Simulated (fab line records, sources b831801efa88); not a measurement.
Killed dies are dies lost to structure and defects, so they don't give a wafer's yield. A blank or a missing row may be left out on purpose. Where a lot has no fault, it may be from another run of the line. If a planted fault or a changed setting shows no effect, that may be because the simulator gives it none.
The tool behind it: which one?	flow sky130	10 lots, 28 wafers sampled, at 6 steps of a route of 708

== WHAT THE GAUGES SHOWED, per wafer ==
SKY_VIA2_RS_MEAS_22: the measuring method here is four-point-probe. Usual: VIA2_W_RS 0.274 ohm/sq, standard deviation 0.0035.
lot	measured	on	VIA2_W_RS (ohm/sq)	flag
L199	day 37 20:12	film_metro-04	0.277 0.274 0.276	
L200	day 38 09:17	film_metro-04	0.274 0.275 0.274	
L206	day 39 23:48	film_metro-01	0.278 0.276 0.273	
L208	day 40 20:09	film_metro-04	0.271 0.270	
L210	day 41 13:05	film_metro-01	0.272 0.270	
L213	day 42 13:37	film_metro-04	0.271 0.271 0.268	
L215	day 42 22:11	film_metro-01	0.272 0.269 0.278	
L219	day 43 16:00	film_metro-04	0.271 0.272 0.273	
L220	day 43 21:13	film_metro-02	0.271 0.271 0.275	
L221	day 44 00:04	film_metro-04	0.279 0.271 0.271	

SKY_CAPM_RS_MEAS_03: the measuring method here is four-point-probe. Usual: CAPM_TIN_RS 6.88 ohm/sq, standard deviation 0.098.
lot	measured	on	CAPM_TIN_RS (ohm/sq)	flag
L199	day 37 21:01	film_metro-03	6.83 6.95 6.96	
L200	day 38 10:06	film_metro-01	6.84 6.83 6.93	
L206	day 40 00:37	film_metro-01	23.48 6.87 6.83	OFF
L208	day 40 20:59	film_metro-01	23.56 22.57	OFF
L210	day 41 13:55	film_metro-03	6.77 22.25	OFF
L213	day 42 14:26	film_metro-03	6.95 6.91 6.92	
L215	day 42 23:03	film_metro-01	7.10 7.16 7.10	
L219	day 43 16:50	film_metro-01	6.89 6.94 7.04	
L220	day 43 22:02	film_metro-04	7.14 7.03 7.10	
L221	day 44 00:53	film_metro-04	6.97 6.88 6.92	

SKY_CAPM_THK_MEAS_04: measures by xrf. Usual: CAPM_TIN_THK 201 nm, standard deviation 3.1.
lot	measured	on	CAPM_TIN_THK (nm)	flag
L199	day 37 21:08	film_metro-03	202 198 196	
L200	day 38 10:13	film_metro-01	202 202 200	
L206	day 40 00:44	film_metro-01	62 203 204	OFF
L208	day 40 21:06	film_metro-01	62 65	OFF
L210	day 41 14:01	film_metro-03	203 65	OFF
L213	day 42 14:33	film_metro-03	196 199 198	
L215	day 42 23:10	film_metro-01	195 194 196	
L219	day 43 16:57	film_metro-01	201 202 198	
L220	day 43 22:08	film_metro-04	195 196 196	
L221	day 44 01:00	film_metro-04	199 201 199	

== TOOL THAT RAN EACH LOT (tool first, then ch and the chambers of the sampled wafers, then the start) ==
lot	SKY_CONTACT_SPUTTER_23	SKY_VIA2_SPUTTER_20	SKY_CAPM_SPUTTER_02
L199	pvd_sputter-03, day 33 03:23	pvd_sputter-01, day 37 20:00	pvd_sputter-02, day 37 20:55
L200	pvd_sputter-01, day 33 14:36	pvd_sputter-03, day 38 09:05	pvd_sputter-02, day 38 09:59
L206	pvd_sputter-02, day 35 08:02	pvd_sputter-01, day 39 23:36	pvd_sputter-02, day 40 00:31
L208	pvd_sputter-03, day 36 06:08	pvd_sputter-01, day 40 19:57	pvd_sputter-02, day 40 20:52
L210	pvd_sputter-01, day 37 01:05	pvd_sputter-03, day 41 12:52	pvd_sputter-02, day 41 13:47
L213	pvd_sputter-02, day 38 03:10	pvd_sputter-02, day 42 13:24	pvd_sputter-04, day 42 14:19
L215	pvd_sputter-01, day 38 11:20	pvd_sputter-01, day 42 21:58	pvd_sputter-04, day 42 22:55
L219	pvd_sputter-03, day 39 07:29	pvd_sputter-01, day 43 15:49	pvd_sputter-02, day 43 16:43
L220	pvd_sputter-01, day 39 14:15	pvd_sputter-02, day 43 20:58	pvd_sputter-04, day 43 21:53
L221	pvd_sputter-02, day 39 16:32	pvd_sputter-01, day 43 23:52	pvd_sputter-02, day 44 00:47
- SKY_CONTACT_SPUTTER_23: material TiN, target thk 20 nm, time 80 s.
- SKY_VIA2_SPUTTER_20: material TiN, target thk 20 nm, time 80 s.
- SKY_CAPM_SPUTTER_02: material TiN, target thk 200 nm, time 166.7 s.

== AS READ BY THE TOOLS THEMSELVES (means over the sampled wafers that have a number; for cases with no such wafer, the mark the record gives instead) ==
SKY_CONTACT_SPUTTER_23. Usual: throttle_valve_pct at 29.9 %, with a standard deviation of 1.2.
lot	tool	throttle_valve_pct (%)	flag
L199	pvd_sputter-03	29.9	
L200	pvd_sputter-01	31.2	
L206	pvd_sputter-02	30.1	
L208	pvd_sputter-03	29.0	
L210	pvd_sputter-01	31.8	
L213	pvd_sputter-02	29.5	
L215	pvd_sputter-01	31.2	
L219	pvd_sputter-03	28.0	
L220	pvd_sputter-01	31.2	
L221	pvd_sputter-02	29.6	

SKY_VIA2_SPUTTER_20. Usual: throttle_valve_pct at 30.2 %, with a standard deviation of 1.2.
lot	tool	throttle_valve_pct (%)	flag
L199	pvd_sputter-01	31.5	
L200	pvd_sputter-03	28.1	
L206	pvd_sputter-01	31.3	
L208	pvd_sputter-01	31.0	
L210	pvd_sputter-03	29.0	
L213	pvd_sputter-02	29.7	
L215	pvd_sputter-01	31.1	
L219	pvd_sputter-01	31.4	
L220	pvd_sputter-02	29.7	
L221	pvd_sputter-01	31.2	

SKY_CAPM_SPUTTER_02. Usual: throttle_valve_pct at 30.2 %, with a standard deviation of 1.
lot	tool	throttle_valve_pct (%)	flag
L199	pvd_sputter-02	29.7	
L200	pvd_sputter-02	29.6	
L206	pvd_sputter-02	29.5	
L208	pvd_sputter-02	30.2	
L210	pvd_sputter-02	29.2	
L213	pvd_sputter-04	29.7	
L215	pvd_sputter-04	30.0	
L219	pvd_sputter-02	29.9	
L220	pvd_sputter-04	29.3	
L221	pvd_sputter-02	29.0	

== THE ANSWER, worked out from the rows above alone ==
Rule: a lot is off if the mean of its wafers that have a number lies more than 3 standard deviations from the usual mean. Also off: a lot with no number at a reading for which 4 or more lots have one. All remaining lots with rows at the step are treated as sound. The gauges are gone through in route order, then the tools' own readings, and for those a lot's mean is taken as printed above. The first step at which some lot is off is used, and at that step the reading that is off furthest; a lot without a number counts as furthest.
Off: at SKY_CAPM_RS_MEAS_03 (CAPM_TIN_RS), L206, L208, L210.
A tool fits if, at a process step before that reading, it ran every lot that is off, and no sound lot after the first of them. Those tools and the gauges at SKY_CAPM_RS_MEAS_03 are tried in the same way. No candidate that was tried fits.

== WHAT THE SIMULATOR PUT IN ==
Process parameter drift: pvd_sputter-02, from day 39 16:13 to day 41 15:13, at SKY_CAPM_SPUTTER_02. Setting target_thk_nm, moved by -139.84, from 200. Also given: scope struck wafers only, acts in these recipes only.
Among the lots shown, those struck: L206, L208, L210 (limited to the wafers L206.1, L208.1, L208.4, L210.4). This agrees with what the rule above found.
